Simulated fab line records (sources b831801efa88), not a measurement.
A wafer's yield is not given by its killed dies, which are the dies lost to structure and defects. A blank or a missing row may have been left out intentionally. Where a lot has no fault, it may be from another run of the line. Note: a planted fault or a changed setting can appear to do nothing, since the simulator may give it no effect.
Which tool did it? | flow sky130 | 14 lots, 42 wafers sampled, at 5 steps of a route of 708

WHAT THE GAUGES SHOWED, per wafer
SKY_FIELD_ISO_BOW_MEAS_00.
lot  | measured    | on            | INCOMING_BOW (um)
L881 | day 1 10:04 | film-metro-02 | 3 6 -10
L882 | day 1 15:04 | film-metro-03 | -5 -4 8
L884 | day 2 01:00 | film-metro-02 | 3 2 10
L885 | day 2 06:00 | film-metro-01 | 5 6 -6
L887 | day 2 16:02 | film-metro-03 | 0 3 -4
L888 | day 2 21:00 | film-metro-01 | 5 -5 -3
L889 | day 3 02:00 | film-metro-01 | 4 -13 -5
L892 | day 3 17:00 | film-metro-01 | -2 5 -2
L893 | day 3 22:00 | film-metro-03 | -1 -16 3
L895 | day 4 08:00 | film-metro-03 | 1 -6 11
L896 | day 4 13:01 | film-metro-01 | 3 1 6
L899 | day 5 04:00 | film-metro-03 | 16 4 -10
L901 | day 5 14:00 | film-metro-03 | -3 1 -9
L904 | day 6 05:00 | film-metro-03 | 2 1 3

SKY_LDD_HVN_TW_MEAS_10.
lot  | measured     | on            | LDD_HVN_TW
L881 | day 20 16:33 | film-metro-04 | 1440 1440 1431
L882 | day 20 17:48 | film-metro-01 | 1434 1432 1439
L884 | day 21 07:18 | film-metro-04 | 1442 1443 1440
L885 | day 21 12:07 | film-metro-04 | 1447 1452 1438
L887 | day 22 11:20 | film-metro-02 | 1426 1419 1423
L888 | day 22 23:17 | film-metro-01 | 1425 1424 1434
L889 | day 23 11:12 | film-metro-01 | 1437 1432 1440
L892 | day 24 02:47 | film-metro-04 | 1436 1445 1443
L893 | day 24 08:43 | film-metro-01 | 1432 1430 1435
L895 | day 25 14:14 | film-metro-02 | 1415 1423 1419
L896 | day 25 19:57 | film-metro-04 | 1332 1333 1333
L899 | day 27 03:11 | film-metro-01 | 1314 1312 1311
L901 | day 27 04:32 | film-metro-01 | 1426 1436 1436
L904 | day 28 14:40 | film-metro-02 | 1424 1426 1421

SKY_CONTACT_RS_MEAS_25: a four-point-probe measurement.
lot  | measured     | on            | CONTACT_W_RS (ohm/sq)
L881 | day 31 22:11 | film-metro-03 | 0.336 0.335 0.330
L882 | day 32 01:24 | film-metro-03 | 0.343 0.336 0.345
L884 | day 32 18:44 | film-metro-03 | 0.338 0.328 0.339
L885 | day 32 19:53 | film-metro-02 | 0.338 0.325 0.342
L887 | day 33 08:04 | film-metro-01 | 0.334 0.332 0.333
L888 | day 33 16:01 | film-metro-01 | 0.328 0.334 0.335
L889 | day 34 03:59 | film-metro-03 | 0.332 0.332 0.341
L892 | day 35 02:05 | film-metro-03 | 0.328 0.344 0.342
L893 | day 35 06:14 | film-metro-02 | 0.328 0.339 0.330
L895 | day 36 08:26 | film-metro-03 | 0.345 0.330 0.328
L896 | day 36 13:05 | film-metro-02 | 0.325 0.327 0.326
L899 | day 37 15:22 | film-metro-02 | 0.346 0.337 0.350
L901 | day 37 17:52 | film-metro-02 | 0.331 0.336 0.332
L904 | day 38 22:26 | film-metro-01 | 0.337 0.335 0.339

TOOL THAT RAN EACH LOT (tool first, then ch and the chambers of the sampled wafers, then the start)
lot  | SKY_LDD_HVN_DEVELOP_06            | SKY_CONTACT_CVD_00
L881 | litho-track-03 ch 0, day 20 16:10 | pecvd-04 ch 0,1,2, day 30 17:41
L882 | litho-track-03 ch 0, day 20 17:25 | pecvd-02 ch 0,1,2, day 30 20:24
L884 | litho-track-02 ch 0, day 21 06:52 | pecvd-03 ch 0,1,2, day 31 13:34
L885 | litho-track-03 ch 0, day 21 11:41 | pecvd-02 ch 0,2, day 31 15:21
L887 | litho-track-03 ch 0, day 22 10:56 | pecvd-04 ch 0,2, day 32 03:02
L888 | litho-track-01 ch 0, day 22 22:51 | pecvd-03 ch 1,2, day 32 12:32
L889 | litho-track-02 ch 0, day 23 10:46 | pecvd-02 ch 0,2, day 32 22:57
L892 | litho-track-01 ch 0, day 24 02:21 | pecvd-03 ch 0,1, day 33 23:16
L893 | litho-track-03 ch 0, day 24 08:17 | pecvd-04 ch 0,1, day 34 02:41
L895 | litho-track-01 ch 0, day 25 13:48 | pecvd-02 ch 0,1,2, day 35 04:27
L896 | litho-track-01 ch 0, day 25 19:31 | pecvd-03 ch 0,1,2, day 35 09:13
L899 | litho-track-01 ch 0, day 27 02:45 | pecvd-04 ch 0,1, day 36 12:10
L901 | litho-track-03 ch 0, day 27 03:59 | pecvd-02 ch 0,1, day 36 14:27
L904 | litho-track-03 ch 0, day 28 14:14 | pecvd-04 ch 0,1,2, day 37 19:15
- SKY_LDD_HVN_DEVELOP_06: develop time 60 s.
- SKY_CONTACT_CVD_00: deposits Si3N4, target thk 75 nm.

AS READ BY THE TOOLS THEMSELVES (means over the sampled wafers that have a number; for cases with no such wafer, the mark the record gives instead)
SKY_LDD_HVN_DEVELOP_06.
lot  | tool           | exhaust-pa (Pa)
L881 | litho-track-03 | 45.7
L882 | litho-track-03 | 45.8
L884 | litho-track-02 | 45.4
L885 | litho-track-03 | 45.1
L887 | litho-track-03 | 45.0
L888 | litho-track-01 | 44.3
L889 | litho-track-02 | 44.0
L892 | litho-track-01 | 46.4
L893 | litho-track-03 | 45.4
L895 | litho-track-01 | 45.7
L896 | litho-track-01 | 44.7
L899 | litho-track-01 | 44.6
L901 | litho-track-03 | 45.0
L904 | litho-track-03 | 45.8

SKY_CONTACT_CVD_00.
lot  | tool     | heater-power-outer-w (W) | heater-power-w (W) | susceptor-temp-C (C)
L881 | pecvd-04 | 512                      | 860                | 400.04
L882 | pecvd-02 | 384                      | 661                | 399.89
L884 | pecvd-03 | 414                      | 717                | 400.11
L885 | pecvd-02 | 301                      | 557                | 400.14
L887 | pecvd-04 | 385                      | 692                | 400.14
L888 | pecvd-03 | 348                      | 592                | 400.19
L889 | pecvd-02 | 302                      | 547                | 399.59
L892 | pecvd-03 | 402                      | 708                | 400.05
L893 | pecvd-04 | 394                      | 701                | 399.91
L895 | pecvd-02 | 409                      | 701                | 400.12
L896 | pecvd-03 | 410                      | 722                | 400.00
L899 | pecvd-04 | 449                      | 761                | 399.95
L901 | pecvd-02 | 460                      | 785                | 400.02
L904 | pecvd-04 | 504                      | 855                | 400.08

THE ANSWER, worked out from the rows above alone
Rule: what is usual is taken from the lots themselves. Put in order of their means at a reading, lots are off if they are a third of the lots or fewer, leave a main group of 4 or more, and stand apart from it by a gap of 3 or more times the standard deviation of the main group's means; of several such gaps the widest counts. Not used: any main group whose means are identical at the precision the tables above print for the reading. A lot without any number at a reading at which 4 lots or more have one is off too. All remaining lots with rows at the step are treated as sound. Order of review: gauges by route order, followed by the tools' own readings, for which a lot's mean as printed above is used. At the first step where some lot is off, the reading lying furthest off is the one used; lots without a number count as furthest.
Off: at SKY_LDD_HVN_TW_MEAS_10 (LDD_HVN_TW), L896, L899. Main group: mean 1433, sd 7.9.
If a tool, at a process step before that reading, ran all the lots that are off and no sound lot after the first of them, it fits. Gauges at SKY_LDD_HVN_TW_MEAS_10: tried the same way as those tools. One fits: SKY_LDD_HVN_DEVELOP_06 on litho-track-01. Its last sound lot is L895 (day 25 13:48), its first lot that is off L896 (day 25 19:31): a fault that began between those two fits.

WHAT THE SIMULATOR PUT IN
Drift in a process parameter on litho-track-01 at SKY_LDD_HVN_DEVELOP_06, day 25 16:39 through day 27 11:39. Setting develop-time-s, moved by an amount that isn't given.
Lots struck among those shown: L896, L899. The same result came from the rule above.
